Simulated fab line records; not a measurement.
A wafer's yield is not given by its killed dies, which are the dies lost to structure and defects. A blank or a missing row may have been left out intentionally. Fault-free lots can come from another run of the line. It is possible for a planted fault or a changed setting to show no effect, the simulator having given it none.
Which tool did it? :: flow sky130 :: at 1 step of a route of 708, 12 lots with 36 wafers sampled

WHAT THE GAUGES SHOWED, per wafer
SKY_LOCAL_INTERCONNECT_RS_MEAS_01: a four-point-probe measurement.
lot: L075
measured: day 29 07:41
on: film metro-01
LOCAL_INTERCONNECT_TIN_RS (ohm/sq): 14.05 13.93 14.18

lot: L077
measured: day 30 17:16
on: film metro-03
LOCAL_INTERCONNECT_TIN_RS (ohm/sq): 14.31 14.25 14.13

lot: L079
measured: day 31 11:59
on: film metro-04
LOCAL_INTERCONNECT_TIN_RS (ohm/sq): 14.03 13.94 14.05

lot: L081
measured: day 32 02:32
on: film metro-03
LOCAL_INTERCONNECT_TIN_RS (ohm/sq): 14.27 14.29 13.97

lot: L083
measured: day 32 20:07
on: film metro-03
LOCAL_INTERCONNECT_TIN_RS (ohm/sq): 13.96 14.23 14.14

lot: L085
measured: day 33 19:34
on: film metro-01
LOCAL_INTERCONNECT_TIN_RS (ohm/sq): 14.54 14.36 14.37

lot: L086
measured: day 33 21:16
on: film metro-04
LOCAL_INTERCONNECT_TIN_RS (ohm/sq): 14.03 14.11 13.96

lot: L089
measured: day 34 05:58
on: film metro-01
LOCAL_INTERCONNECT_TIN_RS (ohm/sq): 14.52 14.34 14.32

lot: L091
measured: day 34 23:35
on: film metro-04
LOCAL_INTERCONNECT_TIN_RS (ohm/sq): 14.10 14.09 14.02

lot: L093
measured: day 35 08:19
on: film metro-03
LOCAL_INTERCONNECT_TIN_RS (ohm/sq): 14.20 14.09 14.22

lot: L095
measured: day 36 07:25
on: film metro-04
LOCAL_INTERCONNECT_TIN_RS (ohm/sq): 14.20 14.12 14.25

lot: L097
measured: day 37 01:14
on: film metro-03
LOCAL_INTERCONNECT_TIN_RS (ohm/sq): 14.17 14.12 14.18

EACH LOT AND THE TOOL THAT RAN IT (in order: tool; ch and the chambers of the sampled wafers; start)
The record shows no process step preceding these readings.

THE ANSWER, worked out from the rows above alone
Rule: the usual values come from the lots themselves. Put in order of their means at a reading, lots are off if they are a third of the lots or fewer, leave a main group of 4 or more, and stand apart from it by a gap of 3 or more times the standard deviation of the main group's means; of several such gaps the widest counts. The tables above print the reading to a certain number of digits; a main group whose means all agree to those digits is not used. Also off: a lot with no number at a reading for which 4 or more lots have one. The other lots that the step has rows for count as sound.
None of the lots is off at any reading shown; this tells nothing.

WHAT HAD BEEN PUT IN BY THE SIMULATOR
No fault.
